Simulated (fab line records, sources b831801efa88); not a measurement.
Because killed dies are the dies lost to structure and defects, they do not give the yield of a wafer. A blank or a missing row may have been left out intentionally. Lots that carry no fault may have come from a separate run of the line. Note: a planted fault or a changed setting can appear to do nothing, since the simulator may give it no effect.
Code-filled problem report in 8D (eight disciplines) form + flow sfqLine + the parts of the form that need people (team, actions taken, sign-off) are left out

## 1. WHAT IS WRONG
Wafers free of any fault read 0.896 ohm/sq (standard deviation 0.0092) for M3_NB_RS at SFQ_M3_RS_MEAS_919, against a mean of 0.623 ohm/sq on 2 wafers of 2 lots. That is -30 standard deviations from the usual mean.
The step: measures by four-point-probe.
Seen first at day 41 19:27 on filmMetro-02, wafer L173.4. Wafers with a number at this step in the record: 42, from 14 lots. The rule behind "out" and "out of limits": a value lying over 4 standard deviations away from the usual mean. The other wafers with a number count as sound.

## 2. WHAT THIS IS AND IS NOT
| question                    | is                         | is not                                                                                                         |
|-----------------------------|----------------------------|----------------------------------------------------------------------------------------------------------------|
| which readings at this step | M3_NB_RS                   | -                                                                                                              |
| which lots                  | L173, L174                 | L161, L162, L164, L166, L167, L178, L179, L180, L181, L182, L183, L184                                         |
| which wafers of those lots  | L173.4, L174.3             | L173.5, L173.6, L174.1, L174.2                                                                                 |
| read on which gauges        | filmMetro-01, filmMetro-02 | filmMetro-03                                                                                                   |
| when                        | from day 41 19:27          | up to then (17 sound wafers); but 23 sound wafers of L174, L178, L179, L180, L181, L182, L183, L184 came after |

## 3. THE SUSPECTS, EACH WITH WHAT RULES IT OUT
Counting: a tool at a process step up to the reading stays a suspect if it ran every lot that is out. Sound lots after the first of them don't rule it out here, since some wafers of a struck lot are sound.
- the gauge at SFQ_M3_RS_MEAS_919 is ruled out. The wafers that are out were read on 2 gauges (filmMetro-01, filmMetro-02).
- pvdSputter-05 at SFQ_TRILAYER_M3_DEP_SPUTTER_073 (material Nb, target thk 200 nm, time 133.3 s): kept. It processed each lot that is out (first: L173, day 41 19:18); up to then, its last sound lot is L167 (day 40 00:52).
Left after counting: pvdSputter-05 at SFQ_TRILAYER_M3_DEP_SPUTTER_073.

## 4. THE CAUSE (what the simulator had put in)
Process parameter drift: pvdSputter-05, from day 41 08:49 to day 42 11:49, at SFQ_TRILAYER_M3_DEP_SPUTTER_073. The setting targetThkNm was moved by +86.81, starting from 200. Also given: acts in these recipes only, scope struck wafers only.
Only this tool survived the counting.

## 5. THE CHAIN OF EFFECTS, in route order
Each row: a reading whose mean over the struck wafers that have a number lies more than 3 standard deviations from the usual. Readings are gone through only where the record gives a usual standard deviation; hours: the median, over the lots, of the time from a lot's start at the first step in this table giving one to that lot's start at this step; sigmas: the change measured in usual standard deviations.
| hours | step                                | reading      | usual        | on struck wafers | change | sigmas |
|-------|-------------------------------------|--------------|--------------|------------------|--------|--------|
| 0     | SFQ_M3_RS_MEAS_919                  | M3_NB_RS     | 0.896 ohm/sq | 0.623            | -0.273 | -30    |
| 144   | SFQ_TRILAYER_M3_ETCH_METAL_ETCH_078 | oesProductAu | 0.891 a.u.   | 0.998            | +0.107 | +15    |
The process steps in it:
- SFQ_TRILAYER_M3_ETCH_METAL_ETCH_078: etches Nb in Cl2/Ar, stops on SiO2, target depth 240 nm, time 120 s.
At these later measuring or inspecting steps, every struck wafer for which the step has a row has a number for every such reading, and none has moved that far: SFQ_I3_OVL_MEAS_923.

## 6. WHAT WOULD HAVE CAUGHT IT SOONER
The first out-of-limits reading at a measuring or inspecting step in this record came at day 41 19:27, 11 hours after the fault's start at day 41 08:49.
Of the tool readings at SFQ_TRILAYER_M3_DEP_SPUTTER_073 for which the record gives a usual standard deviation, none was out on any struck wafer, so an alarm limit of 4 standard deviations on them would not have fired.
L174, from the lots that are out (2), started SFQ_TRILAYER_M3_DEP_SPUTTER_073 on pvdSputter-05 later than day 41 19:27. Putting the tool on hold at that point would have spared it.
